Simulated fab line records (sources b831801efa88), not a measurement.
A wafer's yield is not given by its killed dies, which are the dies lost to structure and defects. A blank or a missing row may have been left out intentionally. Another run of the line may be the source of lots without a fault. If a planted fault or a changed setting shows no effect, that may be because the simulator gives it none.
Code-filled problem report in 8D (eight disciplines) form + flow gf180mcu + the parts of the form that need people (team, actions taken, sign-off) are left out

== 1. WHAT IS WRONG ==
Across 6 wafers from 2 lots, MVPSD_OVL at GF_MVPSD_OVL_MEAS_07 averages 292.2 nm, while fault-free wafers read 0.8 nm with a standard deviation of 1.5. So: +99 or more standard deviations from the usual mean.
First observed at day 7 20:49: wafer L890.3, on overlay-01. At this step, 33 wafers from 11 lots have a number in the record. The rule behind "out" and "out of limits": a value lying over 4 standard deviations away from the usual mean. The rest of the wafers with a number are treated as sound.

== 2. WHAT IT IS, WHAT IT ISN'T ==
| question                    | is                     | is not                                                                                 |
|-----------------------------|------------------------|----------------------------------------------------------------------------------------|
| which readings at this step | MVPSD_OVL              | -                                                                                      |
| which lots                  | L890, L891             | L878, L879, L880, L881, L883, L893, L895, L899, L900                                   |
| which wafers of those lots  | all that have a number | -                                                                                      |
| read on which gauges        | overlay-01             | overlay-02                                                                             |
| when                        | from day 7 20:49       | up to then (15 sound wafers); but 12 sound wafers of L893, L895, L899, L900 came after |

== 3. THE SUSPECTS, EACH WITH WHAT RULES IT OUT ==
Counting: a tool stays on the suspect list if, at a process step up to the reading, it processed all lots that are out and no sound lot following the first of them.
- the gauge at GF_MVPSD_OVL_MEAS_07: kept. All the wafers that are out were read on overlay-01, and no step on other tools shows them out.
- iline_stepper-01 at GF_MVPSD_EXPOSE_04 (exposes mask MVPSD, target cd 1000 nm): kept. All lots that are out passed through it, beginning with L890 at day 7 13:40, and no sound lot followed; its final sound lot before that point was L883 at day 6 03:50.
After counting, iline_stepper-01 at GF_MVPSD_EXPOSE_04 and overlay-01 at GF_MVPSD_OVL_MEAS_07 remain.

== 4. THE CAUSE (what the simulator had put in) ==
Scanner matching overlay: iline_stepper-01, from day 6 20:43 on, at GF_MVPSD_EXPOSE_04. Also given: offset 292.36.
Counting left 2 suspects, and this tool is among them.

== 5. THE EFFECT CHAIN, in route order ==
One row per reading whose mean, taken over the struck wafers that have a number, lies over 3 standard deviations from the usual. Readings are gone through only where the record gives a usual standard deviation; hours: the median, over the lots, of the time from a lot's start at the first step in this table giving one to that lot's start at this step; sigmas: the change measured in usual standard deviations.
| hours | step                 | reading   | usual  | on struck wafers | change | sigmas      |
|-------|----------------------|-----------|--------|------------------|--------|-------------|
| 0     | GF_MVPSD_OVL_MEAS_07 | MVPSD_OVL | 0.8 nm | 292.2            | +291.4 | +99 or more |
Later measuring or inspecting steps at which every struck wafer that the step has a row for has a number for every such reading, and none has moved that far: GF_VT_IMPLANT_OVL_MEAS_29, GF_POLY_GATE_OVL_MEAS_11.

== 6. HOW IT WOULD HAVE BEEN CAUGHT EARLIER ==
The first out-of-limits reading at a measuring or inspecting step in this record came at day 7 20:49, 24 hours after the fault's start at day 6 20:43.
Tool readings at GF_MVPSD_EXPOSE_04 with a usual standard deviation given in the record: none out on any struck wafer, hence no alarm at a limit of 4 standard deviations on them.
Among the 2 lots that are out, L891 began GF_MVPSD_EXPOSE_04 on iline_stepper-01 after day 7 20:49. Holding the tool at that time would have saved it.
